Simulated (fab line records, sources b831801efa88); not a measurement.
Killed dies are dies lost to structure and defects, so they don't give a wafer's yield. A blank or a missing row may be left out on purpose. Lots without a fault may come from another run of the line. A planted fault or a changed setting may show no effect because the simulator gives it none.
Which tool did it? | flow sky130 | 13 lots, 39 wafers sampled, at 3 steps of a route of 708

WHAT THE GAUGES READ, wafer by wafer
SKY_VIA4_RS_MEAS_19: measures by four-point-probe.
lot  | measured     | on            | VIA4_W_RS (ohm/sq)
L667 | day 42 06:25 | film_metro-02 | 0.2217 0.2233 0.2226
L668 | day 42 19:59 | film_metro-01 | 0.2270 0.2299 0.2272
L669 | day 43 05:59 | film_metro-01 | 0.2271 0.2215 0.2276
L671 | day 44 01:15 | film_metro-03 | 0.2249 0.2219 0.2280
L675 | day 44 23:25 | film_metro-02 | 0.2184 0.2244 0.2216
L678 | day 46 01:06 | film_metro-01 | 0.2282 0.2292 0.2292
L679 | day 46 08:55 | film_metro-02 | 0.2247 0.2247 0.2251
L681 | day 47 07:09 | film_metro-03 | 0.2229 0.2226 0.2236
L682 | day 47 08:46 | film_metro-01 | 0.2267 0.2248 0.2237
L683 | day 47 08:59 | film_metro-03 | 0.2264 0.2236 0.2262
L688 | day 48 14:40 | film_metro-01 | 0.2276 0.2254 0.2317
L689 | day 48 15:34 | film_metro-02 | 0.2292 0.2265 0.2285
L690 | day 48 20:44 | film_metro-01 | 0.2287 0.2271 0.2307

WHICH TOOL RAN EACH LOT (tool, then ch and the chambers of the sampled wafers, then the start)
lot  | SKY_CONTACT_ETCH_17                | SKY_VIA4_SPUTTER_17
L667 | rie_diel-02 ch 0,1,3, day 30 23:53 | pvd_sputter-02, day 42 06:11
L668 | rie_diel-03 ch 1,2,3, day 31 15:01 | pvd_sputter-01, day 42 19:43
L669 | rie_diel-03 ch 0,1,2, day 32 01:26 | pvd_sputter-03, day 43 05:47
L671 | rie_diel-01 ch 1,2,3, day 32 22:20 | pvd_sputter-02, day 44 00:59
L675 | rie_diel-01 ch 0,1,3, day 34 01:50 | pvd_sputter-01, day 44 23:12
L678 | rie_diel-01 ch 0,2,3, day 35 06:17 | pvd_sputter-03, day 46 00:50
L679 | rie_diel-03 ch 0,2,3, day 35 22:53 | pvd_sputter-01, day 46 08:41
L681 | rie_diel-02 ch 1,2,3, day 37 00:59 | pvd_sputter-03, day 47 06:54
L682 | rie_diel-02 ch 1,2,3, day 37 07:02 | pvd_sputter-03, day 47 08:31
L683 | rie_diel-02 ch 0,1,3, day 37 08:10 | pvd_sputter-01, day 47 08:46
L688 | rie_diel-01 ch 0,1,3, day 38 20:23 | pvd_sputter-02, day 48 14:25
L689 | rie_diel-02 ch 1,2,3, day 38 21:23 | pvd_sputter-02, day 48 15:20
L690 | rie_diel-02 ch 2,3, day 39 12:20   | pvd_sputter-02, day 48 20:31
- SKY_CONTACT_ETCH_17: etches SiO2 in C4F8/O2/Ar, stops on Si3N4, target depth 340 nm.
- SKY_VIA4_SPUTTER_17: material TiN, target thk 20 nm, time 80 s.

WHAT THE TOOLS THEMSELVES READ (means of the sampled wafers that have a number; where no wafer has one, the mark that the record gives instead)
SKY_CONTACT_ETCH_17.
lot  | tool        | oes_product_au (a.u.)
L667 | rie_diel-02 | 0.892
L668 | rie_diel-03 | 0.891
L669 | rie_diel-03 | 0.890
L671 | rie_diel-01 | 0.893
L675 | rie_diel-01 | 0.889
L678 | rie_diel-01 | 0.893
L679 | rie_diel-03 | 0.898
L681 | rie_diel-02 | 0.885
L682 | rie_diel-02 | 0.889
L683 | rie_diel-02 | 0.893
L688 | rie_diel-01 | 0.893
L689 | rie_diel-02 | 0.890
L690 | rie_diel-02 | 0.896

SKY_VIA4_SPUTTER_17.
lot  | tool           | throttle_valve_pct (%)
L667 | pvd_sputter-02 | 30.7
L668 | pvd_sputter-01 | 30.4
L669 | pvd_sputter-03 | 30.0
L671 | pvd_sputter-02 | 29.9
L675 | pvd_sputter-01 | 30.7
L678 | pvd_sputter-03 | 28.8
L679 | pvd_sputter-01 | 30.6
L681 | pvd_sputter-03 | 29.3
L682 | pvd_sputter-03 | 29.2
L683 | pvd_sputter-01 | 30.6
L688 | pvd_sputter-02 | 30.7
L689 | pvd_sputter-02 | 30.7
L690 | pvd_sputter-02 | 31.2

THE ANSWER, worked out from the rows above alone
Rule: what is usual is taken from the lots themselves. Put in order of their means at a reading, lots are off if they are a third of the lots or fewer, leave a main group of 4 or more, and stand apart from it by a gap of 3 or more times the standard deviation of the main group's means; of several such gaps the widest counts. A main group whose means are all the same, to the digits that the tables above print for the reading, isn't used. A lot without any number at a reading at which 4 lots or more have one is off too. The other lots that the step has rows for count as sound. The gauges are gone through in route order, then the tools' own readings, and for those a lot's mean is taken as printed above. The first step at which some lot is off is used, and at that step the reading that is off furthest; a lot without a number counts as furthest.
No lot is off at any reading shown: from this, nothing can be told.

WHAT THE SIMULATOR HAD PUT IN
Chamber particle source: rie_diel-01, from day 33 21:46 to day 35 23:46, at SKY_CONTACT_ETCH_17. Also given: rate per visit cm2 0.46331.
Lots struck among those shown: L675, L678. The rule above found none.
